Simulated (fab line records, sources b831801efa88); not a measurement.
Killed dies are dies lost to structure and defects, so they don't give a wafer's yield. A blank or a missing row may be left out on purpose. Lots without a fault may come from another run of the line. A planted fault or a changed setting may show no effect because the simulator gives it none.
Which tool did it? | flow sky130 | 12 lots, 36 wafers sampled, at 2 steps of a route of 708

WHAT THE GAUGES READ, wafer by wafer
SKY_VIA1_OVL_MEAS_13.
lot  | measured     | on         | VIA1_OVL (nm)
L075 | day 34 00:22 | overlay-01 | 7 2 4
L077 | day 34 14:08 | overlay-02 | 5 -6 -3
L079 | day 35 16:56 | overlay-01 | 4 1 1
L080 | day 36 18:01 | overlay-02 | 1 -1 3
L083 | day 37 00:11 | overlay-01 | -6 -3 -8
L085 | day 37 14:55 | overlay-02 | 0 7 0
L087 | day 38 01:13 | overlay-02 | -1 -7 2
L089 | day 38 22:01 | overlay-01 | -1 -2 4
L091 | day 39 09:46 | overlay-01 | 4 0 13
L093 | day 40 02:49 | overlay-02 | 5 9 -3
L095 | day 40 15:03 | overlay-01 | -7 -6 1
L097 | day 40 18:47 | overlay-02 | 0 -3 6

WHICH TOOL RAN EACH LOT (tool, then ch and the chambers of the sampled wafers, then the start)
lot  | SKY_CONTACT_ETCH_18
L075 | rie_diel-01 ch 0,1, day 34 00:22 or earlier
L077 | rie_diel-03 ch 0,1, day 34 14:08 or earlier
L079 | rie_diel-01 ch 0,1,2, day 35 16:56 or earlier
L080 | rie_diel-01 ch 0,2,3, day 36 18:01 or earlier
L083 | rie_diel-03 ch 0,2,3, day 37 00:11 or earlier
L085 | rie_diel-01 ch 0,1,3, day 37 14:55 or earlier
L087 | rie_diel-01 ch 0,3, day 38 01:13 or earlier
L089 | rie_diel-03 ch 1,2, day 38 22:01 or earlier
L091 | rie_diel-04 ch 2,3, day 39 09:46 or earlier
L093 | rie_diel-04 ch 1,2,3, day 40 02:49 or earlier
L095 | rie_diel-04 ch 0,3, day 40 15:03 or earlier
L097 | rie_diel-03 ch 1,3, day 40 18:47 or earlier
- SKY_CONTACT_ETCH_18: etches Si3N4 in CHF3/O2, stops on TiN, time 39 s, target depth 75 nm.

THE ANSWER, worked out from the rows above alone
Rule: what is usual is taken from the lots themselves. Put in order of their means at a reading, lots are off if they are a third of the lots or fewer, leave a main group of 4 or more, and stand apart from it by a gap of 3 or more times the standard deviation of the main group's means; of several such gaps the widest counts. A main group whose means are all the same, to the digits that the tables above print for the reading, isn't used. A lot without any number at a reading at which 4 lots or more have one is off too. The other lots that the step has rows for count as sound.
No lot is off at any reading shown: from this, nothing can be told.

WHAT THE SIMULATOR HAD PUT IN
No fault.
